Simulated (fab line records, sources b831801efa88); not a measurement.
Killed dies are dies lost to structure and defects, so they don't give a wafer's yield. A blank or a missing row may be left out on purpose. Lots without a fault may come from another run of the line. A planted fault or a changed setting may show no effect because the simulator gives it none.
Which tool did it? | flow sky130 | 13 lots, 39 wafers sampled, at 4 steps of a route of 708

WHAT THE GAUGES READ, wafer by wafer
SKY_LDD_N_OVL_MEAS_07. Usual: LDD_N_OVL -0.5 nm, standard deviation 1.7.
lot  | measured     | on         | LDD_N_OVL (nm) | flag
L719 | day 17 01:23 | overlay-01 | -2.7 -2.6 0.0  |
L720 | day 18 02:27 | overlay-01 | 1.8 -0.8 0.5   |
L722 | day 19 08:14 | overlay-02 | -2.9 -2.8 -1.7 |
L724 | day 20 02:25 | overlay-02 | -4.3 -1.9 -2.8 |
L725 | day 20 17:14 | overlay-01 | -0.7 2.3 -0.4  |
L727 | day 21 00:09 | overlay-02 | -1.7 -0.4 -2.3 |
L729 | day 21 09:45 | overlay-02 | -2.1 -3.6 -1.2 |
L732 | day 23 13:43 | overlay-01 | 1.7 0.6 0.2    |
L731 | day 23 14:19 | overlay-02 | -1.2 -2.7 -3.5 |
L735 | day 23 17:37 | overlay-01 | -1.5 -0.8 1.5  |
L738 | day 24 14:40 | overlay-02 | -0.9 -1.9 -2.5 |
L740 | day 25 06:55 | overlay-01 | -0.2 1.2 0.3   |
L742 | day 26 05:29 | overlay-02 | -0.2 0.1 -2.1  |

SKY_LI_CONTACT_THK_MEAS_01. Usual: LI_CONTACT_HDPCVD_THK 930 nm, standard deviation 8.2.
lot  | measured     | on            | LI_CONTACT_HDPCVD_THK (nm) | flag
L719 | day 27 04:48 | film_metro-02 | 932 930 945                |
L720 | day 28 07:52 | film_metro-01 | 918 916 919                |
L722 | day 29 11:52 | film_metro-01 | 920 921 924                |
L724 | day 30 06:26 | film_metro-02 | 925 939 914                |
L725 | day 30 22:38 | film_metro-03 | 942 930 920                |
L727 | day 31 01:25 | film_metro-01 | 935 927 925                |
L729 | day 31 09:46 | film_metro-02 | 933 932 942                |
L732 | day 33 06:30 | film_metro-01 | 921 922 917                |
L731 | day 33 07:53 | film_metro-03 | 945 933 943                |
L735 | day 33 11:44 | film_metro-01 | 939 918 933                |
L738 | day 34 06:08 | film_metro-02 | 935 931 932                |
L740 | day 34 19:35 | film_metro-02 | 943 939 930                |
L742 | day 35 17:45 | film_metro-01 | 932 939 931                |

WHICH TOOL RAN EACH LOT (tool, then ch and the chambers of the sampled wafers, then the start)
lot  | SKY_RES_XHIGH_IMPLANT_07        | SKY_SD_N_STRIP_11
L719 | implanter-03 ch 0, day 25 22:36 | plasma_asher-03 ch 0,1, day 27 03:56
L720 | implanter-02 ch 0, day 27 01:12 | plasma_asher-04 ch 0,1, day 28 07:00
L722 | implanter-04 ch 0, day 28 06:51 | plasma_asher-04 ch 0, day 29 10:59
L724 | implanter-02 ch 0, day 29 00:14 | plasma_asher-03 ch 0,1, day 30 05:34
L725 | implanter-03 ch 0, day 29 17:17 | plasma_asher-03 ch 0,1, day 30 21:46
L727 | implanter-02 ch 0, day 29 20:31 | plasma_asher-04 ch 0,1, day 31 00:32
L729 | implanter-04 ch 0, day 30 05:20 | plasma_asher-04 ch 0,1, day 31 08:55
L732 | implanter-02 ch 0, day 32 02:08 | plasma_asher-01 ch 0,1, day 33 05:38
L731 | implanter-04 ch 0, day 32 03:36 | plasma_asher-01 ch 0,1, day 33 07:01
L735 | implanter-04 ch 0, day 32 07:14 | plasma_asher-03 ch 0,1, day 33 10:53
L738 | implanter-02 ch 0, day 33 01:39 | plasma_asher-04 ch 0,1, day 34 05:12
L740 | implanter-02 ch 0, day 33 16:02 | plasma_asher-03 ch 0,1, day 34 18:43
L742 | implanter-03 ch 0, day 34 13:21 | plasma_asher-03 ch 0,1, day 35 16:52
- SKY_RES_XHIGH_IMPLANT_07
- SKY_SD_N_STRIP_11: strips in O2/N2.

WHAT THE TOOLS THEMSELVES READ (means of the sampled wafers that have a number; where no wafer has one, the mark that the record gives instead)
SKY_RES_XHIGH_IMPLANT_07. Usual: beam_energy_keV 19.999, standard deviation 0.0059; dose_ions_cm2 3.602e+14, standard deviation 3.6e+11.
lot  | tool         | beam_energy_keV | dose_ions_cm2 | flag
L719 | implanter-03 | 20.001          | 3.604e+14     |
L720 | implanter-02 | 20.010          | 3.599e+14     |
L722 | implanter-04 | 19.992          | 3.601e+14     |
L724 | implanter-02 | 19.998          | 3.602e+14     |
L725 | implanter-03 | 19.991          | 3.606e+14     |
L727 | implanter-02 | 19.995          | 3.602e+14     |
L729 | implanter-04 | 19.997          | 3.599e+14     |
L732 | implanter-02 | 20.000          | 3.604e+14     |
L731 | implanter-04 | 18.869          | 3.603e+14     | OFF
L735 | implanter-04 | 18.879          | 3.599e+14     | OFF
L738 | implanter-02 | 20.002          | 3.599e+14     |
L740 | implanter-02 | 20.000          | 3.607e+14     |
L742 | implanter-03 | 19.998          | 3.599e+14     |

SKY_SD_N_STRIP_11. Usual: drypump_motor_current_A 5.7 A, standard deviation 0.41; oes_product_au 0.527 a.u., standard deviation 0.0044; strip_time_to_endpoint_s 22.54 s, standard deviation 0.041.
lot  | tool            | drypump_motor_current_A (A) | oes_product_au (a.u.) | strip_time_to_endpoint_s (s) | flag
L719 | plasma_asher-03 | 5.5                         | 0.527                 | 22.59                        |
L720 | plasma_asher-04 | 6.1                         | 0.525                 | 22.59                        |
L722 | plasma_asher-04 | 6.2                         | 0.525                 | 22.54                        |
L724 | plasma_asher-03 | 5.7                         | 0.529                 | 22.52                        |
L725 | plasma_asher-03 | 5.5                         | 0.528                 | 22.54                        |
L727 | plasma_asher-04 | 6.1                         | 0.523                 | 22.53                        |
L729 | plasma_asher-04 | 6.1                         | 0.525                 | 22.53                        |
L732 | plasma_asher-01 | 5.5                         | 0.526                 | 22.63                        |
L731 | plasma_asher-01 | 5.5                         | 0.534                 | 22.55                        |
L735 | plasma_asher-03 | 5.5                         | 0.529                 | 22.50                        |
L738 | plasma_asher-04 | 6.1                         | 0.526                 | 22.50                        |
L740 | plasma_asher-03 | 5.7                         | 0.525                 | 22.50                        |
L742 | plasma_asher-03 | 5.7                         | 0.527                 | 22.53                        |

THE ANSWER, worked out from the rows above alone
Rule: a lot is off if the mean of its wafers that have a number lies more than 3 standard deviations from the usual mean. A lot without any number at a reading at which 4 lots or more have one is off too. The other lots that the step has rows for count as sound. The gauges are gone through in route order, then the tools' own readings, and for those a lot's mean is taken as printed above. The first step at which some lot is off is used, and at that step the reading that is off furthest; a lot without a number counts as furthest.
Off: L731, L735, at SKY_RES_XHIGH_IMPLANT_07 (beam_energy_keV).
A tool fits if, at that step or a process step before it, it ran every lot that is off, and no sound lot after the first of them. One fits: implanter-04 at SKY_RES_XHIGH_IMPLANT_07. Its last sound lot is L729 (day 30 05:20), its first lot that is off L731 (day 32 03:36): a fault that began between those two fits.
The tool's own readings at SKY_RES_XHIGH_IMPLANT_07 bear it out: on the lots that are off they differ by more than 5 times the standard deviation of the sound lots' means. beam_energy_keV reads 18.874 there against 19.999 on the sound lots.

WHAT THE SIMULATOR HAD PUT IN
Process parameter drift: implanter-04, from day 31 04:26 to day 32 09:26, at SKY_RES_XHIGH_IMPLANT_07. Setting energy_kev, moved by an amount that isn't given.
Lots struck among those shown: L731, L735. The rule above found the same.
